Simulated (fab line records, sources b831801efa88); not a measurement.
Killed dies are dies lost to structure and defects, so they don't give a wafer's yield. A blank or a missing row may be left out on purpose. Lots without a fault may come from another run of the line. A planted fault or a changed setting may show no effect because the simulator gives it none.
Which tool did it? | flow sky130 | 7 lots, 21 wafers sampled, at 3 steps of a route of 708

WHAT THE GAUGES READ, wafer by wafer
SKY_PASSIVATION_THK_MEAS_03.
lot  | measured     | on            | PASSIVATION_CVD_02_THK (nm)
L745 | day 44 04:40 | film_metro-01 | 532 530 543
L749 | day 45 03:08 | film_metro-04 | 537 550 544
L757 | day 47 05:59 | film_metro-01 | 540 536 537
L760 | day 48 01:58 | film_metro-01 | 540 546 546
L764 | day 48 15:18 | film_metro-01 | 542 555 544
L765 | day 49 01:52 | film_metro-04 | 538 528 538
L767 | day 49 09:37 | film_metro-01 | 537 552 548

WHICH TOOL RAN EACH LOT (tool, then ch and the chambers of the sampled wafers, then the start)
lot  | SKY_METAL5_SPUTTER_04        | SKY_PASSIVATION_CVD_00
L745 | pvd_sputter-03, day 43 04:40 | pecvd-02 ch 0,2, day 44 04:21
L749 | pvd_sputter-01, day 44 03:59 | pecvd-04 ch 1,2, day 45 02:48
L757 | pvd_sputter-04, day 46 08:31 | pecvd-04 ch 0,1,2, day 47 05:41
L760 | pvd_sputter-04, day 47 06:54 | pecvd-04 ch 0,1,2, day 48 01:39
L764 | pvd_sputter-03, day 47 20:06 | pecvd-02 ch 0,1,2, day 48 15:00
L765 | pvd_sputter-03, day 48 07:24 | pecvd-02 ch 0,1,2, day 49 01:33
L767 | pvd_sputter-03, day 48 15:10 | pecvd-04 ch 1,2, day 49 09:18
- SKY_METAL5_SPUTTER_04: material TiN, target thk 70 nm, time 58.3 s.
- SKY_PASSIVATION_CVD_00: deposits SiO2, target thk 90 nm.

THE ANSWER, worked out from the rows above alone
Rule: what is usual is taken from the lots themselves. Put in order of their means at a reading, lots are off if they are a third of the lots or fewer, leave a main group of 4 or more, and stand apart from it by a gap of 3 or more times the standard deviation of the main group's means; of several such gaps the widest counts. A main group whose means are all the same, to the digits that the tables above print for the reading, isn't used. A lot without any number at a reading at which 4 lots or more have one is off too. The other lots that the step has rows for count as sound.
No lot is off at any reading shown: from this, nothing can be told.

WHAT THE SIMULATOR HAD PUT IN
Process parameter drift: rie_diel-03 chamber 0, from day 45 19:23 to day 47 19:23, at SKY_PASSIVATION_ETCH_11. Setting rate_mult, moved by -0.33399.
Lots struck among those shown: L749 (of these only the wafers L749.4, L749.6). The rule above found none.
